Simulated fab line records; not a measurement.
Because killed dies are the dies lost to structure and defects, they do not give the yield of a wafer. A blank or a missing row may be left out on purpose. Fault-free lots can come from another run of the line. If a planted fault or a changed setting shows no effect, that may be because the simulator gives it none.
Matching of chambers :: flow sky130 :: SKY_FIELD_ISO_ETCH_17 on rie_si-01: 4 sister chambers
The step etches Si in HBr/Cl2/O2, target depth 342 nm, time 97.7 s. 8 wafers are shown with their chamber, then 8 later ones without.

EACH WAFER AND ITS CHAMBER
wafer: L402.2
chamber: 2
drypump_motor_current_A (A): 6.2
oes_product_au (a.u.): 1.001

wafer: L403.2
chamber: 1
drypump_motor_current_A (A): 4.8
oes_product_au (a.u.): 0.995

wafer: L409.4
chamber: 0
drypump_motor_current_A (A): 6.0
oes_product_au (a.u.): 0.997

wafer: L409.6
chamber: 3
drypump_motor_current_A (A): 5.5
oes_product_au (a.u.): 1.005

wafer: L414.1
chamber: 2
drypump_motor_current_A (A): 6.2
oes_product_au (a.u.): 1.000

wafer: L414.2
chamber: 0
drypump_motor_current_A (A): 5.9
oes_product_au (a.u.): 1.003

wafer: L414.4
chamber: 3
drypump_motor_current_A (A): 5.5
oes_product_au (a.u.): 1.010

wafer: L416.1
chamber: 1
drypump_motor_current_A (A): 4.7
oes_product_au (a.u.): 1.001

WAFERS WITH NO CHAMBER GIVEN
wafer: L416.2
drypump_motor_current_A (A): 6.2
oes_product_au (a.u.): 0.998

wafer: L416.3
drypump_motor_current_A (A): 5.5
oes_product_au (a.u.): 0.999

wafer: L418.1
drypump_motor_current_A (A): 6.2
oes_product_au (a.u.): 1.015

wafer: L418.2
drypump_motor_current_A (A): 6.0
oes_product_au (a.u.): 1.009

wafer: L418.3
drypump_motor_current_A (A): 4.8
oes_product_au (a.u.): 1.015

wafer: L419.2
drypump_motor_current_A (A): 5.5
oes_product_au (a.u.): 1.002

wafer: L419.3
drypump_motor_current_A (A): 4.7
oes_product_au (a.u.): 0.994

wafer: L419.4
drypump_motor_current_A (A): 6.2
oes_product_au (a.u.): 1.010

WHICH CHAMBER EACH ONE RAN IN
wafer: L416.2
from the rows above: 2
in truth: 2

wafer: L416.3
from the rows above: 3
in truth: 3

wafer: L418.1
from the rows above: 2
in truth: 2

wafer: L418.2
from the rows above: can't be placed: 0 or 2
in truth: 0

wafer: L418.3
from the rows above: 1
in truth: 1

wafer: L419.2
from the rows above: 3
in truth: 3

wafer: L419.3
from the rows above: 1
in truth: 1

wafer: L419.4
from the rows above: 2
in truth: 2
Correct placement for 7 of the 8. Not placeable from these rows: 1 (in 1, the candidates include the true chamber). 0 placed wrongly.
How it was worked out, from the rows above alone: a wafer's distance from a chamber is the root of the sum, over the readings, of the square of ((its reading less the chamber's mean) divided by the reading's scatter). If the next closest chamber is less than 2 further off than the closest, the wafer can't be placed; otherwise it belongs to the closest. A chamber's mean is the mean of its shown wafers. The scatter: take each reading less its chamber's mean, square it, sum over the shown wafers, divide by the number of wafers less the number of chambers, and take the root.
